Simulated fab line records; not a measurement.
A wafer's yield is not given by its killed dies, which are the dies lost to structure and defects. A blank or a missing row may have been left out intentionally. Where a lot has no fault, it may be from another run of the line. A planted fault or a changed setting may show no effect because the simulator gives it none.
2 desks, one fault	flow sfq_line	every desk sees just its own numbers, and what lay behind them comes last

## AT THE TOOL OWNER'S DESK: pecvd-03
The tool's own readings at SFQ_TRILAYER_I0_DEP_PECVD_027 (deposits SiO2 from SiH4/N2O, time 111.11 s, target thk 500 nm): means of the sampled wafers that have a number, for each lot that ran on this tool. The brackets show how far a lot's mean lies from the usual mean; more than 4 standard deviations puts the lot out of limits, marked OUT.
Columns: A = heater_power_w at SFQ_TRILAYER_I0_DEP_PECVD_027, usual 85 W; B = rf_fwd_power_W at SFQ_TRILAYER_I0_DEP_PECVD_027, usual 182.4 W; C = throttle_valve_pct at SFQ_TRILAYER_I0_DEP_PECVD_027, usual 24.1 %
lot	first seen here	A	B	C
L135	day 7 21:44	95	183.3	23.6
L145	day 10 09:44	99	153.3 (-47) OUT	24.2
L146	day 10 16:56	99	153.8 (-46) OUT	24.7
L147	day 10 22:56	92	153.4 (-47) OUT	24.2
L157	day 14 01:14	93	182.3	24.2
L158	day 14 06:02	88	182.4	24.3
Finding of this desk: L145, L146, L147 out of limits; the first was L145 at day 10 09:44, on rf_fwd_power_W at SFQ_TRILAYER_I0_DEP_PECVD_027. L135, L157, L158 stayed within limits.

## FROM THE METROLOGY DESK
Means of the sampled wafers that have a number, per lot and without regard to the tool the lot ran on: this is what the gauges read. The brackets show how far a lot's mean lies from the usual mean; more than 4 standard deviations puts the lot out of limits, marked OUT.
Columns: A = I1_BOW at SFQ_I1_BOW_MEAS_912, usual 4 um; B = M2_OVL at SFQ_M2_OVL_MEAS_916, usual -3 nm; C = I3_OVL at SFQ_I3_OVL_MEAS_923, usual -1 nm
lot	first seen here	A	B	C
L135	day 12 20:59	4	-5	3
L138	day 13 17:59	2	-6	1
L143	day 15 12:07	11	1	0
L145	day 16 03:42	-10	-9	9
L146	day 16 06:42	4	0	-2
L147	day 16 12:42	7	-1	7
L148	day 16 17:52	-1	-2	-5
L149	day 17 11:02	-10	-4	1
L150	day 17 13:27	-4	-7	2
L151	day 17 16:26	3	-5	-2
L152	day 18 02:04	9	-7	-9
L153	day 18 11:26	-3	-6	8
L155	day 19 15:14	2	5	-6
L157	day 20 04:38	2	-2	-1
L158	day 20 07:37	14	3	8
Result from this desk: across the 15 lots, nothing is out of limits.

## TAKEN TOGETHER
An alarm could have come from the tool owner's desk at day 10 09:44, on L145, L146, L147.
Metrology desk: nothing out of limits seen.
The metrology desk has L145, L146, L147 on record, within its limits.
On pecvd-03, each named lot ran SFQ_TRILAYER_I0_DEP_PECVD_027.

## WHAT THE SIMULATOR HAD INSERTED
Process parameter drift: pecvd-03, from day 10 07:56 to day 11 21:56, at SFQ_TRILAYER_I0_DEP_PECVD_027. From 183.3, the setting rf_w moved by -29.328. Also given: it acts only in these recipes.
Lots struck among those shown: L145, L146, L147.
Each desk's first reading out of limits, in hours after the fault started: the tool owner's desk, 2.
